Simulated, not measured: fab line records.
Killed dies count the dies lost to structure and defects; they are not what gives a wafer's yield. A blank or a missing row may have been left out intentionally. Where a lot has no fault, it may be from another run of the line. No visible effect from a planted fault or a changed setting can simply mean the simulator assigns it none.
Struck lot and sound lot, side by side -- flow sky130 -- 16 out of 708 route steps
Sound: the wafers L704.2, L704.3, L704.4. Struck: wafer L694.4. The cause is named last.
Order at every step that has rows: each side's tool, ch and its chambers, its first start. Under that, the readings that differ: sound wafers -- struck wafers -- difference of the means -- sigmas: that difference in standard deviations of wafers without a fault.
alike: readings with means less than 2 such deviations apart, plus words and numbers identical on both sides. not compared: withheld readings, readings lacking a value on some wafer, bounds such as >300 that could conceal the same value, and numbers that have no deviation in the record and whose values overlap.
Wherever a step has rows on one side only, a row that says differs or no value, or a row with sigmas, the two part there. When numbers do not overlap yet have no deviation, they are printed without sigmas and do not part them. A reading missing from all wafers of one side parts the sides only when that side holds two or more wafers.

first, 3 steps without rows for these wafers: SKY_METAL2_EXPOSE_12 (exposes mask MM2, target cd 140 nm); SKY_METAL2_PEB_13; SKY_METAL2_DEVELOP_14 (develop time 60 s).
SKY_METAL2_CD_MEAS_15 targets a cd of 140 nm.
  struck on cdSem-02, day 37 18:33; sound on cdSem-02, day 41 01:16
reading,sound,struck,difference,sigmas
cdNm (nm),137.4 136.5 136.3,140.2,+3.5,+2
SKY_METAL2_OVL_MEAS_16:
  struck on overlay-02, day 37 18:38; sound on overlay-01, day 41 01:22
  alike: METAL2_OVL
SKY_METAL2_DESCUM_17: chemistry O2, time 8 s.
  sound on rieMetal-02 ch 0,1, day 41 01:24; struck on rieMetal-01 ch 1, day 37 18:40
reading,sound,struck,difference,sigmas
oesProductAu (a.u.),0.993 1.001 0.995,1.016,+0.020,+2
  alike: drypumpMotorCurrentA
  not compared: rfHoursCounterH
SKY_METAL2_ETCH_18: etches BARC in N2/H2, stops on SiO2, time 45.9 s, target depth 60 nm.
  sound on rieMetal-02 ch 0,1, day 41 01:26; struck on rieMetal-01 ch 1, day 37 18:42
  alike: biasW, drypumpMotorCurrentA, oesProductAu, throttleValvePct
  not compared: rfHoursCounterH
SKY_METAL2_METAL_ETCH_19: etches the open film in Cl2/BCl3, stops on SiO2, target depth 360 nm, time 78 s.
  sound on rieMetal-02 ch 0,1, day 41 01:29; struck on rieMetal-01 ch 1, day 37 18:46
  alike: bcl3FlowSccm, biasW, drypumpMotorCurrentA, oesProductAu, throttleValvePct
  not compared: rfHoursCounterH
SKY_METAL2_STRIP_20: strips in O2/N2.
  sound on plasmaAsher-02 ch 0,1, day 41 01:35; struck on plasmaAsher-04 ch 0, day 37 18:52
  alike: drypumpMotorCurrentA, oesProductAu, stripTimeToEndpointS
  not compared: rfHoursCounterH
then, 3 steps without rows for these wafers: SKY_METAL2_STRIP_21 (strips in post etch residue remover, time 1200 s); SKY_METAL2_CLEAN_22 (cleans in IPA, time 180 s); SKY_METAL2_CLEAN_23 (cleans in O3/DIW).
SKY_VIA2_HDPCVD_00: deposits SiO2, target thk 1180 nm, time 196.7 s.
  sound on hdpcvd-02 ch 1,2, day 41 02:11; struck on hdpcvd-01 ch 0, day 37 19:30
reading,sound,struck,difference,sigmas
runLengthS (s),224.2 224.5 225.1,305.8,+81.2,+99 or more
model.SiO2_of_VIA2_HDPCVD_00.thkNm (nm),1191 1200 1194,1675,+480,
  alike: sih4FlowSccm
SKY_VIA2_THK_MEAS_01:
  struck on filmMetro-01, day 37 19:36; sound on filmMetro-04, day 41 02:23
reading,sound,struck,difference,sigmas
VIA2_HDPCVD_THK (nm),1190 1200 1193,1676,+482,+37
SKY_VIA2_CMP_02: polishes SiO2.
  sound on cmp-01 ch 1,2,3, day 41 02:29; struck on cmp-01 ch 2, day 37 20:07
  alike: motorCurrentA, slurryFilterDpKPa
SKY_PAD_OPEN_PROBE_99:
  rows exist in the record for the sound wafers here (prober-01, day 50 09:04), none for the struck ones

## WHERE THEY PART
At SKY_METAL2_CD_MEAS_15 first; at SKY_PAD_OPEN_PROBE_99 last (within this record only).

WHY: the cause the simulator had injected
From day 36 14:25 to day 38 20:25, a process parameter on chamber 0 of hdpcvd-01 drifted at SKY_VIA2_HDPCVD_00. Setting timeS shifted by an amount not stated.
